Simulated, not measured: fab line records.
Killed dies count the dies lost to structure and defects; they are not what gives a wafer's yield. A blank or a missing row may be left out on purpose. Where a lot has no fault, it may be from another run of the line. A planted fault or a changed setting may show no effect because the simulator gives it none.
One fault seen from 2 desks -- flow sky130 -- only its own numbers are on each desk; what lay behind them is given at the end

== AT THE TOOL OWNER'S DESK: implanter-03 ==
The tool's own readings at SKY_VT_ADJUST_HVTP_IMPLANT_09: means of the sampled wafers that have a number, for each lot that ran on this tool. If a lot's mean is further than 4 standard deviations from the usual mean, the lot is out of limits and carries the mark OUT (the distance appears in the brackets).
Columns: A = beam_energy_keV at SKY_VT_ADJUST_HVTP_IMPLANT_09, usual 150.00; B = dose_ions_cm2 at SKY_VT_ADJUST_HVTP_IMPLANT_09, usual 4.3e+12; C = faraday_current_uA at SKY_VT_ADJUST_HVTP_IMPLANT_09, usual 24.3
lot,first seen here,A,B,C
L848,day 6 03:26,149.98,4.3e+12,24.4
L850,day 6 13:12,150.00,4.3e+12,24.1
L854,day 7 16:33,150.01,4.3e+12,24.1
L863,day 10 07:01,150.00,4.3e+12,24.3
L864,day 10 09:37,165.93 (+99 or more) OUT,4.3e+12,24.2
L867,day 10 23:57,165.90 (+99 or more) OUT,4.3e+12,24.0
This desk's finding: out of limits on L864, L867; first on L864, day 10 09:37 (beam_energy_keV at SKY_VT_ADJUST_HVTP_IMPLANT_09). L848, L850, L854, L863 stayed within limits.

== METROLOGY DESK ==
What the gauges read for every lot (on any tool): the sampled wafers with a number, averaged. If a lot's mean is further than 4 standard deviations from the usual mean, the lot is out of limits and carries the mark OUT (the distance appears in the brackets).
Columns: A = FIELD_ISO_CVD_03_THK at SKY_FIELD_ISO_THK_MEAS_04, usual 164.2 nm; B = NWELL_OXIDATION_THK at SKY_NWELL_THK_MEAS_02, usual 9.99 nm; C = VT_ADJUST_HVTP_TW at SKY_VT_ADJUST_HVTP_TW_MEAS_11, usual 1352
lot,first seen here,A,B,C
L848,day 1 15:16,165.2,9.99,1351
L850,day 2 03:18,162.3,9.88,1367
L851,day 2 07:33,165.1,9.88,1367
L852,day 2 15:40,163.9,9.98,1357
L854,day 3 01:25,159.8,9.98,1358
L858,day 3 16:10,167.3,9.50,1353
L861,day 4 15:14,164.3,10.02,1329
L863,day 4 19:35,163.7,9.98,1361
L864,day 4 23:58,164.6,10.17,1393
L867,day 5 14:29,163.3,10.19,1384
L869,day 5 23:56,166.3,10.21,1368
L871,day 6 09:39,166.9,10.15,1328
This desk's finding: nothing out of limits on any of the 12 lots.

== ALL TOGETHER ==
On L864, L867, at day 10 09:37, an alarm was possible from the tool owner's desk.
At the metrology desk, nothing out of limits was observed.
The metrology desk holds a record of L864, L867, inside its limits.
On implanter-03, each named lot ran SKY_VT_ADJUST_HVTP_IMPLANT_09.

== WHAT WAS PUT IN BY THE SIMULATOR ==
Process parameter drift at SKY_VT_ADJUST_HVTP_IMPLANT_09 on implanter-03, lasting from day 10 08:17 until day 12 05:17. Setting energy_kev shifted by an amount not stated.
Struck lots among those shown: L864, L867.
Delay in hours, fault start to first out-of-limits reading, by desk: the tool owner's desk at 1.
